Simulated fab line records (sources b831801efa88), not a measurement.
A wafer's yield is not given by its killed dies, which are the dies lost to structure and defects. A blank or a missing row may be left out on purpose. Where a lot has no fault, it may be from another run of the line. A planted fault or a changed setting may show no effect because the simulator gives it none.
Struck lot and sound lot, side by side || flow sky130 || 15 out of 708 route steps
Sound: these wafers, L793.1, L793.2, L793.6. Struck: wafers L805.3, L805.4, L805.6. The cause is given at the end.
For every step that has rows: the tool of each side, followed by ch and its chambers, followed by its first start. Under that, the readings that differ: sound wafers || struck wafers || difference of the means || sigmas: that difference in standard deviations of wafers without a fault.
alike: same words and numbers on both sides, and readings whose means sit less than 2 such deviations apart. not compared: any withheld reading, any reading some wafer has no value for, any bound like >300 that may hide the same value, and any number with overlapping values for which the record gives no deviation.
A row with sigmas, a row that says differs or no value, or rows on one side alone: a step with any of these is where the two part. Non-overlapping numbers with no deviation appear without sigmas and do not part them. A reading that every wafer of one side lacks parts them only if that side has two wafers or more.

first, 1 step without rows for these wafers: SKY_LDD_LDN_DEVELOP_06 (develop time 60 s).
SKY_LDD_LDN_OVL_MEAS_07:
  sound on overlay-02, day 22 14:27; struck on overlay-02, day 27 08:34
  alike: LDD_LDN_OVL
then, 4 steps without rows for these wafers: SKY_LDD_LDN_IMPLANT_08; SKY_LDD_LDN_IMPLANT_09; SKY_LDD_LDN_IMPLANT_10; SKY_LDD_LDN_IMPLANT_11.
SKY_LDD_LDN_STRIP_12: strips in O2/N2.
  sound on plasma_asher-01 ch 0,1, day 22 15:05; struck on plasma_asher-04 ch 0,1, day 27 09:13
{"reading": "drypump_motor_current_A (A)", "sound": "5.0 5.4 5.0", "struck": "6.1 6.7 6.7", "difference": "+1.4", "sigmas": "+2"}
  alike: oes_product_au, strip_time_to_endpoint_s
  not compared: rf_hours_counter_h
SKY_LDD_LDN_TW_MEAS_13:
  sound on film_metro-01, day 22 15:11; struck on film_metro-04, day 27 09:19
  alike: LDD_LDN_TW
then, 2 steps without rows for these wafers: SKY_LDD_LDN_CLEAN_14 (cleans in SC1/SC2, time 150 s); SKY_SPACER_CVD_00 (deposits Si3N4 from DCS/NH3, target thk 43.1 nm, time 740 s).
SKY_SPACER_THK_MEAS_01:
  sound on film_metro-03, day 22 16:31; struck on film_metro-04, day 27 10:38
{"reading": "SPACER_CVD_00_THK (nm)", "sound": "42.5 42.9 42.5", "struck": "43.3 43.7 43.5", "difference": "+0.9", "sigmas": "+2"}
SKY_SPACER_ETCHBACK_02: etches Si3N4 in CH3F/O2, stops on SiO2, time 46.7 s, target depth 45 nm.
  sound on rie_diel-04 ch 0,1,3, day 22 16:34; struck on rie_diel-02 ch 1,2,3, day 27 10:40
  alike: drypump_motor_current_A, oes_product_au, throttle_valve_pct
  not compared: rf_hours_counter_h
SKY_POLY_CUT_DEHYDRATE_00: time 60 s.
  sound on litho_track-02 ch 0, day 23 07:49; struck on litho_track-03 ch 0, day 28 00:19
{"reading": "heater_power_total_W (W)", "sound": "160.41 160.35 160.28", "struck": "154.63 154.97 154.73", "difference": -5.57, "sigmas": -46}
{"reading": "plate_temp_C (C)", "sound": "200.21 200.15 200.04", "struck": "194.27 194.60 194.45", "difference": -5.69, "sigmas": -38}
  alike: exhaust_pa
then, 1 step without rows for these wafers: SKY_POLY_CUT_HMDS_01 (prime time 60 s).
-- record jumps: 21 days separate the struck wafers' starts on either side; left off in module POLY_CUT, taken up again in module PAD_OPEN, whose first shown step is the route's number 708 --
SKY_PAD_OPEN_PROBE_99:
  sound on prober-02, day 45 15:35; struck on prober-02, day 48 16:59
  alike: killed_at_M0_to_M3, killed_at_M4_up, killed_at_contacts, killed_at_front_end, killed_at_other, killed_dies, killed_open, killed_short

== WHERE THEY PART ==
Last at SKY_POLY_CUT_DEHYDRATE_00 as far as this record goes, first at SKY_LDD_LDN_STRIP_12. Later steps at which nothing parts them and some readings are alike: SKY_PAD_OPEN_PROBE_99.

WHY: whatever the simulator had introduced
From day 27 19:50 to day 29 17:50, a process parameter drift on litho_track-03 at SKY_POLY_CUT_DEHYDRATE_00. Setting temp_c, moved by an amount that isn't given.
